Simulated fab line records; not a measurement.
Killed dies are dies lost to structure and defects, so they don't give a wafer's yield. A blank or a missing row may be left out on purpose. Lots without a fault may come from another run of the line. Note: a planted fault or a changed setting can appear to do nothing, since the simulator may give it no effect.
One fault through the eyes of 2 desks	flow sfq-line	each desk holds nothing but its own numbers, with what lay behind them at the end

== THE METROLOGY DESK ==
What the gauges read for every lot (on any tool): the sampled wafers with a number, averaged. If a lot's mean is further than 4 standard deviations from the usual mean, the lot is out of limits and carries the mark OUT (the distance appears in the brackets).
Columns: A = M6_OVL at SFQ_M6_OVL_MEAS_940, usual 2 nm
lot	first seen here	A
L807	day 77 15:58	4
L808	day 77 18:22	4
L810	day 77 20:46	6
L813	day 78 18:20	9
L814	day 79 00:20	0
L817	day 80 05:22	0
L820	day 81 14:43	3
L821	day 81 17:08	4
L822	day 82 03:56	-1
L824	day 82 20:41	-2
L826	day 84 20:26	3
L827	day 86 06:17	-2
L828	day 86 07:26	-0
L829	day 86 09:50	6
This desk's verdict: no lot among the 14 shows anything out of limits.

== AT THE TOOL OWNER'S DESK: rie-metal-01 ==
The tool's own readings at SFQ_TRILAYER_M6_ETCH_METAL_ETCH_162 (etches Nb in Cl2/Ar, stops on SiO2, target depth 240 nm, time 120 s): means of the sampled wafers that have a number, for each lot that ran on this tool. If a lot's mean is further than 4 standard deviations from the usual mean, the lot is out of limits and carries the mark OUT (the distance appears in the brackets).
Columns: A = bias-w at SFQ_TRILAYER_M6_ETCH_METAL_ETCH_162, usual 79.96 W; B = chamber-pressure-mTorr at SFQ_TRILAYER_M6_ETCH_METAL_ETCH_162, usual 9.999 mTorr; C = drypump-motor-current-A at SFQ_TRILAYER_M6_ETCH_METAL_ETCH_162, usual 5.7 A; D = oes-product-au at SFQ_TRILAYER_M6_ETCH_METAL_ETCH_162, usual 0.895 a.u.; E = run-length-s at SFQ_TRILAYER_M6_ETCH_METAL_ETCH_162, usual 148.5 s
lot	first seen here	A	B	C	D	E
L810	day 77 20:54	80.10	10.000	5.6	0.890	148.8
L814	day 79 00:28	79.94	10.000	5.7	0.896	148.4
L817	day 80 05:30	80.11	10.004	5.7	0.891	148.8
L820	day 81 14:49	80.03	9.999	5.4	0.778 (-18) OUT	182.9 (+46) OUT
L821	day 81 17:13	79.97	10.000	5.6	0.814 (-12) OUT	171.3 (+30) OUT
L826	day 84 20:34	79.86	9.998	5.6	0.894	148.6
L827	day 86 06:24	79.97	10.001	5.5	0.897	151.4
This desk finds L820, L821 out of limits, L820 being first, at day 81 14:49 (oes-product-au at SFQ_TRILAYER_M6_ETCH_METAL_ETCH_162). In limits: L810, L814, L817, L826, L827.

== PUT TOGETHER ==
At day 81 14:49, on L820, L821, the tool owner's desk was in a position to raise an alarm.
At the metrology desk, nothing out of limits was observed.
The metrology desk has L820, L821 on record, within its limits.
All the named lots went through SFQ_TRILAYER_M6_ETCH_METAL_ETCH_162 on rie-metal-01.

== WHAT THE SIMULATOR HAD INSERTED ==
rie-metal-01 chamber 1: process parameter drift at SFQ_TRILAYER_M6_ETCH_METAL_ETCH_162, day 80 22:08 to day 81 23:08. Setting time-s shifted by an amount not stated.
Struck lots among those shown: L820, L821.
Delay in hours, fault start to first out-of-limits reading, by desk: the tool owner's desk at 17.
